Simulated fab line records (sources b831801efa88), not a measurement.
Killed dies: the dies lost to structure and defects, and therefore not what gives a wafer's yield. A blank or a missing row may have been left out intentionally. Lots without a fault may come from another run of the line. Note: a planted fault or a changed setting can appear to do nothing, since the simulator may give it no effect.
Split-lot experiment    flow sky130    route with 708 steps; 5 lots, 23 wafers read

== ABOUT THE SPLIT ==
At SKY_SONOS_ONO_CVD_02 (deposits Si3N4 from DCS/NH3, target thk 10.5 nm, time 180 s), the setting timeS was moved away from the recipe's 180 s on 20 of the 23 wafers read, by -5.4% to +5.8%. This setting was run at the recipe's value on the other wafers.

There is no step in the file separating the split from the reading.

== THE READING ==
SONOS_ONO_CVD_02_THK (nm), taken at SKY_SONOS_ONO_THK_MEAS_03. On this fab line, fault-free wafers typically give 10.37 nm with a standard deviation of 0.14 nm.

wafer   tool, chamber at the split  timeS as run, s  against the recipe  SONOS_ONO_CVD_02_THK, nm  against lot-mates on the recipe
L074.1  -, -                        190.5            +5.8%               10.89                     no lot-mate on the recipe
L074.2  -, -                        190.5            +5.8%               10.94                     no lot-mate on the recipe
L074.4  -, -                        190.5            +5.8%               11.01                     no lot-mate on the recipe
L074.5  -, -                        190.5            +5.8%               10.96                     no lot-mate on the recipe
L074.6  -, -                        190.5            +5.8%               10.85                     no lot-mate on the recipe
L077.1  -, -                        170.6            -5.2%               9.86                      no lot-mate on the recipe
L077.2  -, -                        170.6            -5.2%               9.74                      no lot-mate on the recipe
L077.3  -, -                        170.6            -5.2%               9.83                      no lot-mate on the recipe
L077.4  -, -                        170.6            -5.2%               9.80                      no lot-mate on the recipe
L077.6  -, -                        170.6            -5.2%               9.97                      no lot-mate on the recipe
L081.1  -, -                        170.2            -5.4%               9.75                      no lot-mate on the recipe
L081.2  -, -                        170.2            -5.4%               9.71                      no lot-mate on the recipe
L081.4  -, -                        170.2            -5.4%               9.82                      no lot-mate on the recipe
L081.5  -, -                        170.2            -5.4%               9.72                      no lot-mate on the recipe
L081.6  -, -                        170.2            -5.4%               9.85                      no lot-mate on the recipe
L083.4  lpcvd-02, 0                 180              recipe              10.16                     -
L083.5  lpcvd-02, 0                 180              recipe              10.07                     -
L083.6  lpcvd-02, 0                 180              recipe              10.13                     -
L085.1  -, -                        171.8            -4.6%               9.89                      no lot-mate on the recipe
L085.2  -, -                        171.8            -4.6%               10.01                     no lot-mate on the recipe
L085.3  -, -                        171.8            -4.6%               9.98                      no lot-mate on the recipe
L085.4  -, -                        171.8            -4.6%               9.87                      no lot-mate on the recipe
L085.6  -, -                        171.8            -4.6%               9.88                      no lot-mate on the recipe

THE FIT
A straight line over all 23 wafers: SONOS_ONO_CVD_02_THK changes by +0.0967 nm for each +1% of timeS; r = +0.97; the points scatter about the line by 0.1 nm.
Too few moved wafers have a lot-mate on the recipe to fit a line with each lot's own level taken away.

== THE WHOLE CHAIN: every reading that the file lists as answering this split, in the file's order ==
step                       what it does                                                 reading                                                                           change (the file's fit)              r (the file's)
SKY_SONOS_ONO_CVD_02       deposits Si3N4 from DCS/NH3, target thk 10.5 nm, time 180 s  Si3N4_of_SONOS_ONO_CVD_02.thkNm (the simulator's own value, which no gauge read)  +0.1 nm for each +1% of the setting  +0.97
SKY_SONOS_ONO_THK_MEAS_03                                                               SONOS_ONO_CVD_02_THK                                                              +0.0968 for each +1% of the setting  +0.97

== THE FILE'S OWN FIT ==
SONOS_ONO_CVD_02_THK changes by +0.0968 nm for each +1% of timeS, r = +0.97.
